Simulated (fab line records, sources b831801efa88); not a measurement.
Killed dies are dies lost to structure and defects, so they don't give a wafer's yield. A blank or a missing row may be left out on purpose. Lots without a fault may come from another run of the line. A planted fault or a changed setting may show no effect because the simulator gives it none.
A struck lot beside a sound one | flow sky130 | 15 steps out of a route of 708
Sound: wafers L897.3, L897.4, L897.6. Struck: wafers L909.4, L909.6. (L909.3 of the same lot was not struck and is left out.) The cause comes at the end.
At each step with rows: each side's tool, then ch and its chambers, then its first start. Under that, the readings that differ: sound wafers | struck wafers | difference of the means | sigmas: that difference in standard deviations of wafers without a fault.
alike: readings whose means differ by less than 2 such deviations, and words and numbers that are the same on both sides. not compared: withheld readings, readings that some wafer has no value for, bounds like >300 that may hide the same value, and numbers for which the record gives no deviation and whose values overlap.
The two part at a step that has a row with sigmas, a row that says differs or no value, or rows on one side only. Numbers that don't overlap but have no deviation are shown without sigmas and don't part them. A reading that every wafer of one side lacks parts them only if that side has two wafers or more.

first, 4 steps without rows for these wafers: SKY_VIA2_STRIP_16 (strips in O2/N2); SKY_VIA2_STRIP_17 (strips in post etch residue remover, time 1200 s); SKY_VIA2_CLEAN_18 (cleans in IPA, time 180 s); SKY_VIA2_CLEAN_19 (cleans in O3/DIW).
SKY_VIA2_SPUTTER_20: material TiN, target thk 20 nm, time 80 s.
  sound on pvd_sputter-02, day 37 05:20; struck on pvd_sputter-02, day 40 17:39
  alike: throttle_valve_pct
SKY_VIA2_CVD_21: deposits W, target thk 420 nm, time 126.4 s.
  sound on cvd_w-01 ch 0,1, day 37 05:26; struck on cvd_w-02 ch 0,1, day 40 17:45
  alike: heater_power_w
SKY_VIA2_RS_MEAS_22: measures by four-point-probe.
  sound on film_metro-01, day 37 05:34; struck on film_metro-01, day 40 17:53
  alike: VIA2_W_RS
SKY_VIA2_THK_MEAS_23: measures by xrf.
  sound on film_metro-01, day 37 05:40; struck on film_metro-01, day 40 17:59
  alike: VIA2_W_THK
SKY_VIA2_CMP_24: polishes, stops on SiO2, t overpolish 20 s, target thk 0 nm.
  sound on cmp-01 ch 1,2, day 37 05:42; struck on cmp-02 ch 2,3, day 40 18:01
  alike: head_pressure_psi, motor_current_A, overpolish_run_s, slurry_flow_ml_min, time_to_endpoint_s
then, 2 steps without rows for these wafers: SKY_METAL3_SPUTTER_00 (material Ti, target thk 15 nm, time 10 s); SKY_METAL3_SPUTTER_01 (material TiN, target thk 20 nm, time 16.7 s).
SKY_METAL3_SPUTTER_02: material AlCu, target thk 735 nm, time 39.1 s.
  sound on pvd_sputter-01, day 37 06:03; struck on pvd_sputter-01, day 40 18:22
  alike: throttle_valve_pct
SKY_METAL3_SPUTTER_03: material Ti, target thk 5 nm, time 3.3 s.
  sound on pvd_sputter-01, day 37 06:05; struck on pvd_sputter-01, day 40 18:25
  reading                                   | sound             | struck      | difference | sigmas
  model.Ti_of_METAL3_SPUTTER_03.thk_nm (nm) | 4.904 5.163 4.853 | 2.857 2.717 | -2.186     |
  alike: throttle_valve_pct
SKY_METAL3_SPUTTER_04: material TiN, target thk 70 nm, time 58.3 s.
  sound on pvd_sputter-01, day 37 06:06; struck on pvd_sputter-01, day 40 18:26
  alike: throttle_valve_pct
-- the record jumps here: 8 days lie between the struck wafers' starts before and after (it left off in module METAL3 and takes up again in module PAD_OPEN, whose first step shown is number 708 of the route) --
SKY_PAD_OPEN_PROBE_99:
  sound on prober-02, day 46 11:40; struck on prober-01, day 49 04:42
  alike: defect_limited_yield, killed_at_M0_to_M3, killed_at_M4_up, killed_at_contacts, killed_at_front_end, killed_at_other, killed_dies, killed_open, killed_short, sort_bin_3_pad_short, sort_bin_5_function, sort_bin_6_memory, sort_n_pass, sort_yield_pct

WHERE THEY PART
Nowhere in this record.

WHY: what the simulator had put in
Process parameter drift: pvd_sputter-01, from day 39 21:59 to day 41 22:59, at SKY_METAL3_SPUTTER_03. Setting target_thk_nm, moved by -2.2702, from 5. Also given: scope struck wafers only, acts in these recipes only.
